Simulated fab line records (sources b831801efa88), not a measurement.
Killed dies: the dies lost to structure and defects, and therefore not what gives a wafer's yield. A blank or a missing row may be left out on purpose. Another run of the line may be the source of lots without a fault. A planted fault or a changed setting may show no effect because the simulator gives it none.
What tool caused it? | flow gf180mcu | 6 lots with 18 wafers sampled at 2 steps, on a route of 602 steps

WHAT THE GAUGES READ, wafer by wafer
GF_PSD_RS_MEAS_14: a four-point-probe measurement.
lot  | measured     | on            | NSD_RS (ohm/sq)
L803 | day 14 10:09 | film metro-01 | 46.22 46.12 46.14
L807 | day 15 19:31 | film metro-02 | 47.18 47.19 47.08 47.13 47.21 47.11
L810 | day 17 01:49 | film metro-04 | 46.27 46.18 46.24
L817 | day 19 18:31 | film metro-04 | 45.98 46.16 46.19
L823 | day 21 11:55 | film metro-02 | 46.08 46.13 46.13
L825 | day 22 08:13 | film metro-02 | 46.12 46.12 46.00

WHICH TOOL RAN EACH LOT (tool, then ch and the chambers of the sampled wafers, then the start)
lot  | GF_PSD_RTA_13
L803 | rtp anneal-01 ch 0, day 14 10:04
L807 | rtp anneal-01 ch 0, day 15 19:26
L810 | rtp anneal-02 ch 0, day 17 01:44
L817 | rtp anneal-01 ch 0, day 19 18:26
L823 | rtp anneal-02 ch 0, day 21 11:50
L825 | rtp anneal-01 ch 0, day 22 08:07
- GF_PSD_RTA_13: time 20 s.

THE ANSWER, worked out from the rows above alone
Rule: the usual values come from the lots themselves. The widest of any qualifying gaps counts: lots, ordered by their means at a reading, are off when they make up no more than a third of the lots, leave a main group of 4 or more, and stand apart from it by 3 or more times the standard deviation of that group's means. A main group is skipped when, at the precision printed for the reading in the tables above, its means are all equal. A lot without any number at a reading at which 4 lots or more have one is off too. Where the step has rows for the other lots, those lots are counted as sound.
Off: L807, seen at GF_PSD_RS_MEAS_14 (NSD_RS). Main group: mean 46.14 ohm/sq, sd 0.052.
A tool fits if, at a process step before that reading, it ran every lot that is off, and no sound lot after the first of them. Gauges at GF_PSD_RS_MEAS_14: tried the same way as those tools. None of those tried fits.

WHAT WAS PUT IN BY THE SIMULATOR
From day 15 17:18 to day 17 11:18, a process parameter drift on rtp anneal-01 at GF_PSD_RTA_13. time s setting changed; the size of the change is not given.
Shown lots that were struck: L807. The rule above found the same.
